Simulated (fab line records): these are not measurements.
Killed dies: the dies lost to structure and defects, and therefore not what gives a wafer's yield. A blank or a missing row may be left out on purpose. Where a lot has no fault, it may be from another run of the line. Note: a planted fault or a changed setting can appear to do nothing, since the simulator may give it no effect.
Which tool is to blame? ; flow sky130 ; 12 lots with 35 wafers sampled at 2 steps, on a route of 708 steps

## WHAT EACH GAUGE READ, for each wafer
SKY_LDD_HVP_OVL_MEAS_07. Usual: LDD_HVP_OVL -0.3 nm, standard deviation 1.2.
lot;measured;on;LDD_HVP_OVL (nm);flag
L370;day 23 03:23;overlay-02;-0.5 -0.1 1.1;
L371;day 24 06:41;overlay-01;-1.0 0.3 -2.1;
L373;day 24 23:54;overlay-01;0.3 -2.0 -0.9;
L375;day 25 09:21;overlay-01;-1.4 -0.5 -1.3;
L376;day 25 13:03;overlay-01;-1.0 -1.7 -0.1;
L378;day 25 23:25;overlay-01;0.6 1.0 0.5;
L377;day 26 02:16;overlay-01;-1.6 0.4 -0.2;
L380;day 26 08:19;overlay-01;-1.9 -2.1;
L387;day 28 10:15;overlay-01;-1.7 -0.1 -0.3;
L390;day 29 03:57;overlay-01;2.0 -0.3 0.2;
L391;day 29 08:14;overlay-02;2.7 1.5 0.1;
L392;day 29 14:39;overlay-01;-0.7 -2.6 -2.4;

SKY_SD_N_TW_MEAS_12. Usual: SD_N_TW 3977, standard deviation 20.
lot;measured;on;SD_N_TW;flag
L370;day 29 05:25;film metro-03;4012 3970 4003;
L371;day 30 07:55;film metro-01;4006 4001 4012;
L373;day 31 00:49;film metro-01;3974 3978 3962;
L375;day 31 09:57;film metro-01;3969 3959 3948;
L376;day 31 13:03;film metro-01;3959 3959 3976;
L378;day 31 22:14;film metro-01;3964 3994 4003;
L377;day 32 00:43;film metro-01;4004 3989 4001;
L380;day 33 08:20;film metro-03;3989 3971;
L387;day 34 03:20;film metro-01;4006 3984 3964;
L390;day 35 02:16;film metro-02;3977 4009 3973;
L391;day 35 07:25;film metro-02;3996 3976 3966;
L392;day 35 10:04;film metro-03;3945 3948 3956;

## EACH LOT AND THE TOOL THAT RAN IT (in order: tool; ch and the chambers of the sampled wafers; start)
No process step before these readings appears in the record.

## AS READ BY THE TOOLS THEMSELVES (means over the sampled wafers that have a number; for cases with no such wafer, the mark the record gives instead)
The record holds no such reading with a usual standard deviation.

## THE ANSWER, worked out from the rows above alone
Rule: a lot counts as off when the mean over its wafers that have a number is more than 3 standard deviations away from the usual mean. Also off: a lot with no number at a reading for which 4 or more lots have one. The other lots that the step has rows for count as sound. First the gauges in route order, then the tools' own readings, where a lot's mean is used as printed above. At the first step where some lot is off, the reading lying furthest off is the one used; lots without a number count as furthest.
No lot is off on any of the readings shown, so nothing can be concluded from this.

## WHAT THE SIMULATOR HAD PUT IN
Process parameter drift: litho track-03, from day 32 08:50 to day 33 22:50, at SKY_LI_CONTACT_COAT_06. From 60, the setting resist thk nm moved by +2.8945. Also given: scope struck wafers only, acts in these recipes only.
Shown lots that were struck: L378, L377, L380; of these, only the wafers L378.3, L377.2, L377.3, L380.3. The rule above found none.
